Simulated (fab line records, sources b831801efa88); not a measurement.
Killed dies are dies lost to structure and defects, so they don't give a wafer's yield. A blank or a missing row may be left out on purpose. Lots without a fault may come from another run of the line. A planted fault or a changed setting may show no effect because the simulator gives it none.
Which tool did it? | flow gf180mcu | 12 lots, 36 wafers sampled, at 4 steps of a route of 602

WHAT THE GAUGES READ, wafer by wafer
GF_VT_IMPLANT_OVL_MEAS_07. Usual: VT_IMPLANT_OVL 0.4 nm, standard deviation 1.3.
lot  | measured     | on         | VT_IMPLANT_OVL (nm) | flag
L792 | day 5 18:15  | overlay-02 | 0.4 -0.7 0.1        |
L793 | day 5 22:28  | overlay-02 | -1.0 -1.7 -0.1      |
L794 | day 6 06:14  | overlay-01 | -0.5 0.8 -0.1       |
L796 | day 6 16:03  | overlay-01 | 2.0 1.2 2.4         |
L800 | day 7 19:11  | overlay-02 | -1.5 -0.7 -1.2      |
L801 | day 7 21:38  | overlay-02 | -0.5 -0.7 -1.3      |
L803 | day 8 15:42  | overlay-01 | 1.6 2.0 2.5         |
L808 | day 9 20:19  | overlay-01 | 0.4 -0.3 -0.8       |
L810 | day 10 04:57 | overlay-01 | -0.1 0.0 0.5        |
L812 | day 10 16:50 | overlay-02 | 0.5 -2.0 0.1        |
L814 | day 11 05:36 | overlay-02 | -1.4 -1.3 0.0       |
L815 | day 11 12:20 | overlay-01 | 1.7 0.6 0.5         |

GF_VT_IMPLANT_RS_MEAS_46: measures by four-point-probe. Usual: MVSD_RS 455.2 ohm/sq, standard deviation 1.4.
lot  | measured     | on            | MVSD_RS (ohm/sq)  | flag
L792 | day 7 16:52  | film_metro-01 | 454.9 454.0 454.2 |
L793 | day 7 21:20  | film_metro-03 | 453.1 454.6 455.4 |
L794 | day 8 05:32  | film_metro-02 | 458.1 457.3 458.6 |
L796 | day 8 17:16  | film_metro-02 | 456.5 456.6 457.0 |
L800 | day 9 21:47  | film_metro-01 | 457.3 454.3 455.1 |
L801 | day 10 00:11 | film_metro-03 | 454.2 453.6 454.2 |
L803 | day 10 19:48 | film_metro-01 | 455.3 455.2 455.1 |
L808 | day 12 04:53 | film_metro-03 | 452.8 454.0 453.8 |
L810 | day 12 14:52 | film_metro-01 | 506.3 505.7 506.8 | OFF
L812 | day 13 01:38 | film_metro-02 | 505.3 505.8 505.5 | OFF
L814 | day 13 16:40 | film_metro-01 | 454.6 455.5 455.1 |
L815 | day 14 00:06 | film_metro-03 | 455.9 455.7 455.3 |

WHICH TOOL RAN EACH LOT (tool, then ch and the chambers of the sampled wafers, then the start)
lot  | GF_MVSD_IMPLANT_09             | GF_MVSD_STRIP_10
L792 | implanter-04 ch 0, day 4 13:29 | plasma_asher-03 ch 0,1, day 4 13:38
L793 | implanter-03 ch 0, day 4 18:15 | plasma_asher-02 ch 0,1, day 4 18:22
L794 | implanter-01 ch 0, day 5 01:47 | plasma_asher-01 ch 0,1, day 5 01:56
L796 | implanter-03 ch 0, day 5 10:10 | plasma_asher-01 ch 0,1, day 5 10:19
L800 | implanter-04 ch 0, day 6 11:01 | plasma_asher-01 ch 0,1, day 6 11:10
L801 | implanter-03 ch 0, day 6 14:19 | plasma_asher-03 ch 0,1, day 6 14:28
L803 | implanter-03 ch 0, day 7 07:14 | plasma_asher-02 ch 1, day 7 07:22
L808 | implanter-01 ch 0, day 8 10:19 | plasma_asher-02 ch 0,1, day 8 10:26
L810 | implanter-01 ch 0, day 8 18:04 | plasma_asher-02 ch 0,1, day 8 18:11
L812 | implanter-01 ch 0, day 9 06:00 | plasma_asher-01 ch 0,1, day 9 06:07
L814 | implanter-04 ch 0, day 9 17:46 | plasma_asher-03 ch 0,1, day 9 17:55
L815 | implanter-04 ch 0, day 9 23:29 | plasma_asher-01 ch 0,1, day 9 23:36
- GF_MVSD_IMPLANT_09
- GF_MVSD_STRIP_10: strips in O2/N2.

WHAT THE TOOLS THEMSELVES READ (means of the sampled wafers that have a number; where no wafer has one, the mark that the record gives instead)
GF_MVSD_IMPLANT_09. Usual: dose_ions_cm2 4.999e+12, standard deviation 5.2e+09; faraday_current_uA 28.1, standard deviation 0.59.
lot  | tool         | dose_ions_cm2 | faraday_current_uA | flag
L792 | implanter-04 | 4.998e+12     | 27.9               |
L793 | implanter-03 | 5.000e+12     | 28.4               |
L794 | implanter-01 | 4.999e+12     | 28.3               |
L796 | implanter-03 | 5.001e+12     | 28.1               |
L800 | implanter-04 | 4.997e+12     | 27.7               |
L801 | implanter-03 | 4.990e+12     | 27.9               |
L803 | implanter-03 | 5.000e+12     | 28.2               |
L808 | implanter-01 | 4.995e+12     | 27.5               |
L810 | implanter-01 | 2.298e+12     | 12.8               | OFF
L812 | implanter-01 | 2.296e+12     | 12.8               | OFF
L814 | implanter-04 | 5.000e+12     | 27.9               |
L815 | implanter-04 | 4.992e+12     | 28.2               |

GF_MVSD_STRIP_10. Usual: chamber_pressure_mTorr 1499.8 mTorr, standard deviation 1.3; drypump_motor_current_A 5.5 A, standard deviation 0.6; heater_power_w 336 W, standard deviation 36; oes_product_au 0.722 a.u., standard deviation 0.0047; strip_time_to_endpoint_s 36.95 s, standard deviation 0.087.
lot  | tool            | chamber_pressure_mTorr (mTorr) | drypump_motor_current_A (A) | heater_power_w (W) | oes_product_au (a.u.) | strip_time_to_endpoint_s (s) | flag
L792 | plasma_asher-03 | 1500.3                         | 5.2                         | 359                | 0.722                 | 37.02                        |
L793 | plasma_asher-02 | 1499.9                         | 5.5                         | 311                | 0.723                 | 36.87                        |
L794 | plasma_asher-01 | 1498.3                         | 5.3                         | 347                | 0.722                 | 36.92                        |
L796 | plasma_asher-01 | 1499.8                         | 5.3                         | 366                | 0.719                 | 36.90                        |
L800 | plasma_asher-01 | 1498.6                         | 5.3                         | 350                | 0.724                 | 36.99                        |
L801 | plasma_asher-03 | 1499.7                         | 5.2                         | 348                | 0.730                 | 36.85                        |
L803 | plasma_asher-02 | 1500.3                         | 6.8                         | 280                | 0.725                 | 36.99                        |
L808 | plasma_asher-02 | 1499.7                         | 6.2                         | 292                | 0.724                 | 37.05                        |
L810 | plasma_asher-02 | 1500.2                         | 5.6                         | 305                | 0.721                 | 36.98                        |
L812 | plasma_asher-01 | 1500.3                         | 5.3                         | 367                | 0.725                 | 36.92                        |
L814 | plasma_asher-03 | 1500.7                         | 5.2                         | 344                | 0.721                 | 36.98                        |
L815 | plasma_asher-01 | 1498.3                         | 5.3                         | 344                | 0.718                 | 37.00                        |

THE ANSWER, worked out from the rows above alone
Rule: a lot is off if the mean of its wafers that have a number lies more than 3 standard deviations from the usual mean. A lot without any number at a reading at which 4 lots or more have one is off too. The other lots that the step has rows for count as sound. The gauges are gone through in route order, then the tools' own readings, and for those a lot's mean is taken as printed above. The first step at which some lot is off is used, and at that step the reading that is off furthest; a lot without a number counts as furthest.
Off: L810, L812, at GF_VT_IMPLANT_RS_MEAS_46 (MVSD_RS).
A tool fits if, at a process step before that reading, it ran every lot that is off, and no sound lot after the first of them. The gauges at GF_VT_IMPLANT_RS_MEAS_46 aren't tried: what is off there is off at GF_MVSD_IMPLANT_09 too, on other tools, and a gauge's error can't cause that. One fits: implanter-01 at GF_MVSD_IMPLANT_09. Its last sound lot is L808 (day 8 10:19), its first lot that is off L810 (day 8 18:04): a fault that began between those two fits.
The tool's own readings at GF_MVSD_IMPLANT_09 bear it out: on the lots that are off they differ by more than 5 times the standard deviation of the sound lots' means. dose_ions_cm2 reads 2.297e+12 there against 4.997e+12 on the sound lots; faraday_current_uA reads 12.8 there against 28.0 on the sound lots.

WHAT THE SIMULATOR HAD PUT IN
Process parameter drift: implanter-01, from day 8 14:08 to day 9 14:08, at GF_MVSD_IMPLANT_09. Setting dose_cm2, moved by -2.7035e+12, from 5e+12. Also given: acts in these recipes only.
Lots struck among those shown: L810, L812. The rule above found the same.
